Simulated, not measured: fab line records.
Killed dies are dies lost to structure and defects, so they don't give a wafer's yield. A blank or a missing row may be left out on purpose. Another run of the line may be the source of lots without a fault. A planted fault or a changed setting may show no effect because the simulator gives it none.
The tool behind it: which one?    flow gf180mcu    Sampling: 13 lots, 39 wafers, 4 of 602 route steps

== WHAT THE GAUGES SHOWED, per wafer ==
GF_VT_IMPLANT_TW_MEAS_21.
lot   measured      on             VT_IMPLANT_2_TW
L125  day 6 06:11   film metro-03  1248 1245 1245
L128  day 6 22:37   film metro-03  1242 1237 1237
L129  day 7 09:14   film metro-04  1201 1208 1211
L132  day 8 01:16   film metro-04  1209 1209 1206
L133  day 8 11:08   film metro-04  1207 1216 1206
L134  day 8 16:55   film metro-04  1213 1201 1209
L135  day 8 21:56   film metro-04  1209 1211 1209
L137  day 9 09:38   film metro-01  1223 1234 1221
L142  day 10 23:01  film metro-03  1119 1117 1118
L144  day 11 05:01  film metro-03  1112 1116 1110
L145  day 11 13:40  film metro-03  1244 1237 1247
L148  day 12 07:07  film metro-04  1207 1210 1202
L147  day 12 07:43  film metro-04  1206 1205 1198

GF_POLY_GATE_THK_MEAS_01.
lot   measured      on             POLY_GATE_CVD_00_THK (nm)
L125  day 8 11:28   film metro-04  201.0 201.1 200.4
L128  day 9 04:59   film metro-04  195.8 195.3 195.3
L129  day 9 17:13   film metro-04  201.2 201.9 201.5
L132  day 10 10:14  film metro-04  201.1 200.9 200.7
L133  day 10 21:33  film metro-04  198.1 199.0 199.1
L134  day 11 02:59  film metro-04  196.3 196.5 195.4
L135  day 11 10:32  film metro-02  198.4 199.4 201.1
L137  day 11 22:41  film metro-04  200.8 200.1 201.9
L142  day 13 13:11  film metro-03  202.4 202.5 201.5
L144  day 13 22:11  film metro-02  201.2 199.5 199.3
L145  day 14 07:31  film metro-02  197.6 199.2 198.7
L148  day 15 01:25  film metro-03  200.1 200.3 199.2
L147  day 15 03:13  film metro-04  203.4 203.6 203.2

GF_PSD_CD_MEAS_07 targets a cd of 400 nm.
lot   measured      on         cd nm (nm)
L125  day 14 03:53  cd sem-02  400.0 400.3 398.5
L128  day 15 02:19  cd sem-02  400.0 399.0 400.9
L129  day 15 14:53  cd sem-02  400.6 399.9 401.1
L132  day 16 15:05  cd sem-01  398.9 398.2 398.2
L133  day 17 04:11  cd sem-02  397.5 397.9 398.0
L134  day 17 11:26  cd sem-02  402.1 398.6 400.5
L135  day 17 19:38  cd sem-02  397.6 396.1 397.8
L137  day 18 11:36  cd sem-02  393.5 394.9 397.6
L142  day 20 11:35  cd sem-01  400.0 401.1 401.6
L144  day 20 20:26  cd sem-01  397.9 397.5 400.2
L145  day 21 07:33  cd sem-01  400.0 401.4 399.3
L148  day 22 01:22  cd sem-01  399.2 399.7 399.2
L147  day 22 07:05  cd sem-02  396.8 397.3 398.8

== WHICH TOOL RAN EACH LOT (tool, then ch and the chambers of the sampled wafers, then the start) ==
lot   GF_VT_IMPLANT_IMPLANT_19
L125  implanter-04 ch 0, day 6 05:58
L128  implanter-04 ch 0, day 6 22:23
L129  implanter-01 ch 0, day 7 09:01
L132  implanter-01 ch 0, day 8 01:02
L133  implanter-03 ch 0, day 8 10:55
L134  implanter-01 ch 0, day 8 16:40
L135  implanter-04 ch 0, day 8 21:43
L137  implanter-03 ch 0, day 9 09:26
L142  implanter-03 ch 0, day 10 22:46
L144  implanter-03 ch 0, day 11 04:47
L145  implanter-04 ch 0, day 11 13:26
L148  implanter-04 ch 0, day 12 06:52
L147  implanter-04 ch 0, day 12 07:28
- GF_VT_IMPLANT_IMPLANT_19

== WHAT THE TOOLS THEMSELVES READ (means of the sampled wafers that have a number; where no wafer has one, the mark that the record gives instead) ==
GF_VT_IMPLANT_IMPLANT_19.
lot   tool          dose ions cm2  faraday current uA
L125  implanter-04  4.35e+12       24.0
L128  implanter-04  4.35e+12       24.6
L129  implanter-01  4.35e+12       24.7
L132  implanter-01  4.34e+12       24.2
L133  implanter-03  4.35e+12       25.1
L134  implanter-01  4.36e+12       24.5
L135  implanter-04  4.36e+12       24.2
L137  implanter-03  4.35e+12       24.6
L142  implanter-03  3.11e+12       17.4
L144  implanter-03  3.11e+12       17.5
L145  implanter-04  4.34e+12       24.7
L148  implanter-04  4.35e+12       25.0
L147  implanter-04  4.35e+12       24.6

== THE ANSWER, worked out from the rows above alone ==
Rule: the usual values come from the lots themselves. The widest of any qualifying gaps counts: lots, ordered by their means at a reading, are off when they make up no more than a third of the lots, leave a main group of 4 or more, and stand apart from it by 3 or more times the standard deviation of that group's means. Not used: any main group whose means are identical at the precision the tables above print for the reading. A lot without any number at a reading at which 4 lots or more have one is off too. Where the step has rows for the other lots, those lots are counted as sound. Order of review: gauges by route order, followed by the tools' own readings, for which a lot's mean as printed above is used. At the first step where some lot is off, the reading lying furthest off is the one used; lots without a number count as furthest.
Off: at GF_VT_IMPLANT_TW_MEAS_21 (VT_IMPLANT_2_TW), L142, L144. The main group: mean 1219, standard deviation 16.
A tool fits if, at a process step before that reading, it ran every lot that is off, and no sound lot after the first of them. The gauges at GF_VT_IMPLANT_TW_MEAS_21 aren't tried: what is off there is off at GF_VT_IMPLANT_IMPLANT_19 too, on other tools, and a gauge's error can't cause that. One fits: GF_VT_IMPLANT_IMPLANT_19 on implanter-03. Its last sound lot is L137 (day 9 09:26), its first lot that is off L142 (day 10 22:46): a fault that began between those two fits.
The tool's own readings at GF_VT_IMPLANT_IMPLANT_19 bear it out: on the lots that are off they differ by more than 5 times the standard deviation of the sound lots' means. dose ions cm2 reads 3.11e+12 there against 4.35e+12 on the sound lots; faraday current uA reads 17.4 there against 24.6 on the sound lots.

== WHAT HAD BEEN PUT IN BY THE SIMULATOR ==
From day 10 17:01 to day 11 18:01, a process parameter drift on implanter-03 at GF_VT_IMPLANT_IMPLANT_19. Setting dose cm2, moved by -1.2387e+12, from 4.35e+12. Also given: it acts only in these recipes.
Shown lots that were struck: L142, L144. The same result came from the rule above.
